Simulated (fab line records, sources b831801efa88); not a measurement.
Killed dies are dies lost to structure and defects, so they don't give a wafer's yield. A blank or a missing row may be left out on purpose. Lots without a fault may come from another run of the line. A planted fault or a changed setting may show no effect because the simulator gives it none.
A struck lot beside a sound one | flow sky130 | 43 steps out of a route of 708
Sound: wafers L922.1, L922.2, L922.3. Struck: wafer L931.2. (L931.1, L931.5 of the same lot were not struck and are left out.) The cause comes at the end.
At each step with rows: each side's tool, then ch and its chambers, then its first start. Under that, the readings that differ: sound wafers | struck wafers | difference of the means | sigmas: that difference in standard deviations of wafers without a fault.
alike: readings whose means differ by less than 2 such deviations, and words and numbers that are the same on both sides. not compared: withheld readings, readings that some wafer has no value for, bounds like >300 that may hide the same value, and numbers for which the record gives no deviation and whose values overlap.
The two part at a step that has a row with sigmas, a row that says differs or no value, or rows on one side only. Numbers that don't overlap but have no deviation are shown without sigmas and don't part them. A reading that every wafer of one side lacks parts them only if that side has two wafers or more.

first, 1 step without rows for these wafers: SKY_VT_ADJUST_LVTN_IMPLANT_08.
SKY_VT_ADJUST_LVTN_STRIP_09: strips in O2/N2.
  sound on plasma_asher-03 ch 0,1, day 8 01:15; struck on plasma_asher-02 ch 0, day 11 00:10
  reading                     | sound          | struck | difference | sigmas
  drypump_motor_current_A (A) | 5.3 5.4 5.4    | 6.4    | +1.0       | +3
  o2_flow_sccm (sccm)         | 2998 2995 2997 | 3017   | +20        | +2
  alike: oes_product_au, strip_time_to_endpoint_s
  not compared: rf_hours_counter_h
SKY_VT_ADJUST_LVTN_TW_MEAS_10:
  sound on film_metro-01, day 8 01:21; struck on film_metro-03, day 11 00:16
  alike: VT_ADJUST_LVTN_TW
then, 7 steps without rows for these wafers: SKY_VT_ADJUST_LVTN_DEHYDRATE_11 (time 60 s); SKY_VT_ADJUST_LVTN_HMDS_12 (prime time 60 s); SKY_VT_ADJUST_LVTN_COAT_13 (resist thk 1140 nm); SKY_VT_ADJUST_LVTN_SOFTBAKE_14 (time 60 s); SKY_VT_ADJUST_LVTN_EXPOSE_15 (exposes mask HVN STD DERIVED, target cd 600 nm); SKY_VT_ADJUST_LVTN_PEB_16; SKY_VT_ADJUST_LVTN_DEVELOP_17 (develop time 60 s).
SKY_VT_ADJUST_LVTN_OVL_MEAS_18:
  sound on overlay-02, day 8 21:49; struck on overlay-02, day 11 23:16
  alike: VT_ADJUST_LVTN_01_OVL
then, 1 step without rows for these wafers: SKY_VT_ADJUST_LVTN_IMPLANT_19.
SKY_VT_ADJUST_LVTN_STRIP_20: strips in O2/N2.
  sound on plasma_asher-03 ch 0,1, day 8 22:00; struck on plasma_asher-01 ch 1, day 11 23:27
  alike: drypump_motor_current_A, o2_flow_sccm, oes_product_au, strip_time_to_endpoint_s
  not compared: rf_hours_counter_h
SKY_VT_ADJUST_LVTN_TW_MEAS_21:
  sound on film_metro-01, day 8 22:06; struck on film_metro-01, day 11 23:33
  alike: VT_ADJUST_LVTN_2_TW
then, 7 steps without rows for these wafers: SKY_VT_ADJUST_NCORE_DEHYDRATE_00 (time 60 s); SKY_VT_ADJUST_NCORE_HMDS_01 (prime time 60 s); SKY_VT_ADJUST_NCORE_COAT_02 (resist thk 1140 nm); SKY_VT_ADJUST_NCORE_SOFTBAKE_03 (time 60 s); SKY_VT_ADJUST_NCORE_EXPOSE_04 (exposes mask LVTN COMPLEMENT THIN, target cd 380 nm); SKY_VT_ADJUST_NCORE_PEB_05; SKY_VT_ADJUST_NCORE_DEVELOP_06 (develop time 60 s).
SKY_VT_ADJUST_NCORE_CD_MEAS_07: target cd 380 nm.
  sound on cd_sem-02, day 9 18:49; struck on cd_sem-02, day 12 23:28
  alike: cd_nm
SKY_VT_ADJUST_NCORE_OVL_MEAS_08:
  sound on overlay-02, day 9 18:56; struck on overlay-01, day 12 23:35
  alike: VT_ADJUST_NCORE_OVL
then, 1 step without rows for these wafers: SKY_VT_ADJUST_NCORE_IMPLANT_09.
SKY_VT_ADJUST_NCORE_STRIP_10: strips in O2/N2.
  sound on plasma_asher-02 ch 0,1, day 9 19:07; struck on plasma_asher-02 ch 1, day 12 23:46
  alike: drypump_motor_current_A, o2_flow_sccm, oes_product_au, strip_time_to_endpoint_s
  not compared: rf_hours_counter_h
SKY_VT_ADJUST_NCORE_TW_MEAS_11:
  sound on film_metro-02, day 9 19:13; struck on film_metro-03, day 12 23:52
  alike: VT_ADJUST_NCORE_TW
then, 7 steps without rows for these wafers: SKY_VT_ADJUST_HVTR_DEHYDRATE_00 (time 60 s); SKY_VT_ADJUST_HVTR_HMDS_01 (prime time 60 s); SKY_VT_ADJUST_HVTR_COAT_02 (resist thk 1140 nm); SKY_VT_ADJUST_HVTR_SOFTBAKE_03 (time 60 s); SKY_VT_ADJUST_HVTR_EXPOSE_04 (exposes mask HVTRM, target cd 380 nm); SKY_VT_ADJUST_HVTR_PEB_05; SKY_VT_ADJUST_HVTR_DEVELOP_06 (develop time 60 s).
SKY_VT_ADJUST_HVTR_CD_MEAS_07: target cd 380 nm.
  sound on cd_sem-02, day 10 17:44; struck on cd_sem-01, day 14 00:53
  reading    | sound             | struck | difference | sigmas
  cd_nm (nm) | 377.9 378.8 380.9 | 384.6  | +5.4       | +2
SKY_VT_ADJUST_HVTR_OVL_MEAS_08:
  sound on overlay-02, day 10 17:52; struck on overlay-02, day 14 01:00
  alike: VT_ADJUST_HVTR_OVL
then, 1 step without rows for these wafers: SKY_VT_ADJUST_HVTR_IMPLANT_09.
SKY_VT_ADJUST_HVTR_STRIP_10: strips in O2/N2.
  sound on plasma_asher-03 ch 0,1, day 10 18:02; struck on plasma_asher-04 ch 0, day 14 01:11
  reading               | sound             | struck | difference | sigmas
  oes_product_au (a.u.) | 0.716 0.710 0.712 | 0.723  | +0.010     | +2
  alike: drypump_motor_current_A, o2_flow_sccm, strip_time_to_endpoint_s
  not compared: rf_hours_counter_h
SKY_VT_ADJUST_HVTR_TW_MEAS_11:
  sound on film_metro-04, day 10 18:08; struck on film_metro-01, day 14 01:17
  alike: VT_ADJUST_HVTR_TW
then, 4 steps without rows for these wafers: SKY_VT_ADJUST_PCH_DEHYDRATE_00 (time 60 s); SKY_VT_ADJUST_PCH_HMDS_01 (prime time 60 s); SKY_VT_ADJUST_PCH_COAT_02 (resist thk 3000 nm); SKY_VT_ADJUST_PCH_SOFTBAKE_03.
-- the record jumps here: 36 days lie between the struck wafers' starts before and after (it left off in module VT_ADJUST_PCH and takes up again in module PAD_OPEN, whose first step shown is number 708 of the route) --
SKY_PAD_OPEN_PROBE_99:
  the record has rows for the struck wafers here (prober-02, day 49 13:19) and none for the sound ones

WHERE THEY PART
First at SKY_VT_ADJUST_LVTN_STRIP_09; last, within this record, at SKY_PAD_OPEN_PROBE_99.

WHY: what the simulator had put in
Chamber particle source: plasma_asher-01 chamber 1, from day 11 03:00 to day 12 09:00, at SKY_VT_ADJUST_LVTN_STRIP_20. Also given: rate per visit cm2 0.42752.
